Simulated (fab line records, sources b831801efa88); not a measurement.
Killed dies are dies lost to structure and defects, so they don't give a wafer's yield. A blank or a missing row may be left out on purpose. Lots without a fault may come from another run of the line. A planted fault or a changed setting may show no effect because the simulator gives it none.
Problem report in the 8D (eight disciplines) form, filled by code | flow gf180mcu | the parts of the form that need people (team, actions taken, sign-off) are left out

1. THE PROBLEM
M3_ALCU_THK at GF_M3_THK_MEAS_06 reads a mean of 411 nm on 1 wafer of 1 lot; wafers without a fault read 452 nm with a standard deviation of 6.9. That is -5.9 standard deviations from the usual mean.
The step: measures by xrf.
First seen on wafer L396.2, day 25 20:02, on film_metro-02. The record holds 14 wafers of 5 lots with a number at this step. Rule for "out", or "out of limits": more than 4 standard deviations from the usual mean. The other wafers with a number count as sound.

2. WHAT IT IS AND WHAT IT IS NOT
question                    | is                | is not
which readings at this step | M3_ALCU_THK       | -
which lots                  | L396              | L384, L386, L391, L405
which wafers of those lots  | L396.2            | L396.5
read on which gauges        | film_metro-02     | film_metro-04
when                        | from day 25 20:02 | up to then (10 sound wafers); but 3 sound wafers of L405 came after

3. SUSPECTS, AND WHAT RULES EACH OUT
Counting: a tool at a process step up to the reading stays a suspect if it ran every lot that is out. Sound lots after the first of them don't rule it out here, since some wafers of a struck lot are sound.
- the gauge at GF_M3_THK_MEAS_06: kept. All the wafers that are out were read on film_metro-02, and no step on other tools shows them out.
- pvd_sputter-02 at GF_V2_SPUTTER_21 (material Ti, target thk 15 nm, time 80.02 s): kept. It ran the lot that is out, L396 (day 25 18:02); its last sound lot up to then is L391 (day 23 22:23).
- pvd_sputter-03 at GF_M3_SPUTTER_00 (material Ti, target thk 37.5 nm, time 150 s): kept. It ran the lot that is out, L396 (day 25 19:40); its last sound lot up to then is L386 (day 21 11:53).
- pvd_sputter-03 at GF_M3_SPUTTER_04 (material TiN, target thk 50 nm, time 41.7 s): kept. It ran the lot that is out, L396 (day 25 19:52); its last sound lot up to then is L386 (day 21 12:04).
Left after counting: pvd_sputter-02 at GF_V2_SPUTTER_21, pvd_sputter-03 at GF_M3_SPUTTER_00, pvd_sputter-03 at GF_M3_SPUTTER_04, film_metro-02 at GF_M3_THK_MEAS_06.

4. THE CAUSE (what the simulator had put in)
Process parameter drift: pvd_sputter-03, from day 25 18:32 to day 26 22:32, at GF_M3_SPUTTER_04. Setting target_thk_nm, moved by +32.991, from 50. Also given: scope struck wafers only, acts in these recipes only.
Counting left 4 suspects, and this tool is among them.

5. THE CHAIN OF EFFECTS, in route order
Each row: a reading whose mean over the struck wafers that have a number lies more than 3 standard deviations from the usual. Only readings for which the record gives a usual standard deviation are gone through. hours: the time from each lot's start at the first step in this table that gives one to its start at this step, as a median over the lots. sigmas: the change in usual standard deviations.
hours | step              | reading     | usual  | on struck wafers | change | sigmas
0     | GF_M3_THK_MEAS_06 | M3_ALCU_THK | 452 nm | 411              | -41    | -5.9
Later measuring or inspecting steps at which every struck wafer that the step has a row for has a number for every such reading, and none has moved that far: GF_M3_CD_MEAS_14, GF_M3_OVL_MEAS_15, GF_V3_THK_MEAS_01, GF_V3_THK_MEAS_03, GF_V3_BOW_MEAS_05.

6. WHAT WOULD HAVE CAUGHT IT SOONER
In this record the first reading out of limits at a measuring or inspecting step was taken at day 25 20:02, 1 hour after the fault began at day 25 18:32.
Of the tool readings at GF_M3_SPUTTER_04 for which the record gives a usual standard deviation, none was out on any struck wafer, so an alarm limit of 4 standard deviations on them would not have fired.
All the lots that are out (1) had begun GF_M3_SPUTTER_04 on pvd_sputter-03 by day 25 20:02. A hold on the tool at that time would have spared none of them.
